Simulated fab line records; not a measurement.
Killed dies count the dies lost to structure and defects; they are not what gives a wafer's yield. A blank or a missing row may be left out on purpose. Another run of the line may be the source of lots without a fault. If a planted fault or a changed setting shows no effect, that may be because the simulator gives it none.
A lot that was struck, set against a sound lot | flow sky130 | 15 steps out of a route of 708
Sound: the wafers L278.2, L278.3, L278.4. Wafers struck: L296.2, L296.4, L296.5. The cause is named last.
Order at every step that has rows: each side's tool, ch and its chambers, its first start. Under that, the readings that differ: sound wafers | struck wafers | difference of the means | sigmas: that difference in standard deviations of wafers without a fault.
alike: same words and numbers on both sides, and readings whose means sit less than 2 such deviations apart. not compared: any withheld reading, any reading some wafer has no value for, any bound like >300 that may hide the same value, and any number with overlapping values for which the record gives no deviation.
The two part at a step that has a row with sigmas, a row that says differs or no value, or rows on one side only. When numbers do not overlap yet have no deviation, they are printed without sigmas and do not part them. A reading that every wafer of one side lacks parts them only if that side has two wafers or more.

first, 2 steps without rows for these wafers: SKY_FIELD_ISO_WET_ETCH_21 (etches SiO2 in dHF, target depth 20 nm, time 400 s); SKY_FIELD_ISO_OXIDATION_22 (stabilise 600 s, purge 300 s, target thk 10 nm).
SKY_FIELD_ISO_THK_MEAS_23:
  sound on film-metro-04 at day 2 12:25; struck on film-metro-04 at day 6 22:03
  alike: FIELD_ISO_OXIDATION_01_THK
then, 1 step without rows for these wafers: SKY_FIELD_ISO_CVD_24 (deposits SiO2, target thk 595 nm, time 99.2 s).
SKY_FIELD_ISO_THK_MEAS_25:
  sound on film-metro-02 at day 2 12:33; struck on film-metro-04 at day 6 22:13
  alike: FIELD_ISO_CVD_24_THK
then, 1 step without rows for these wafers: SKY_FIELD_ISO_ANNEAL_26 (time 1800 s).
SKY_FIELD_ISO_CMP_27: polishes, stops on Si3N4, t overpolish 16 s, target thk 457.8 nm.
  sound on cmp-01 ch 0,1,2, day 2 18:21; struck on cmp-01 ch 0,1,2, day 6 23:46
  alike: motor-current-A, overpolish-run-s, slurry-flow-ml-min, time-to-endpoint-s
then, 5 steps without rows for these wafers: SKY_FIELD_ISO_WET_ETCH_28 (etches SiO2 in dHF, target depth 23.7 nm, time 47 s); SKY_FIELD_ISO_WET_ETCH_29 (etches Si3N4 in H3PO4, target depth 160 nm, time 1825 s); SKY_FIELD_ISO_WET_ETCH_30 (etches SiO2 in dHF, target depth 25 nm, time 50 s); SKY_NWELL_CLEAN_00 (cleans in SC1/SC2, time 150 s); SKY_NWELL_OXIDATION_01 (stabilise 600 s, purge 300 s, target thk 10 nm).
SKY_NWELL_THK_MEAS_02:
  sound on film-metro-01 at day 3 00:55; struck on film-metro-02 at day 7 03:19
  alike: NWELL_OXIDATION_THK
then, 1 step without rows for these wafers: SKY_DNWELL_DEHYDRATE_00 (time 60 s).
-- the record jumps here: 43 days lie between the struck wafers' starts before and after (it left off in module DNWELL and takes up again in module PAD_OPEN, whose first step shown is number 708 of the route) --
SKY_PAD_OPEN_PROBE_99:
  sound on prober-02 at day 46 13:53; struck on prober-01 at day 50 11:21
  alike: killed_at_M0_to_M3, killed_at_M4_up, killed-at-contacts, killed-at-front-end, killed-at-other, killed-dies, killed-open, killed-short

WHERE THEY PART
Nowhere in this record.

WHY: what the simulator had put in
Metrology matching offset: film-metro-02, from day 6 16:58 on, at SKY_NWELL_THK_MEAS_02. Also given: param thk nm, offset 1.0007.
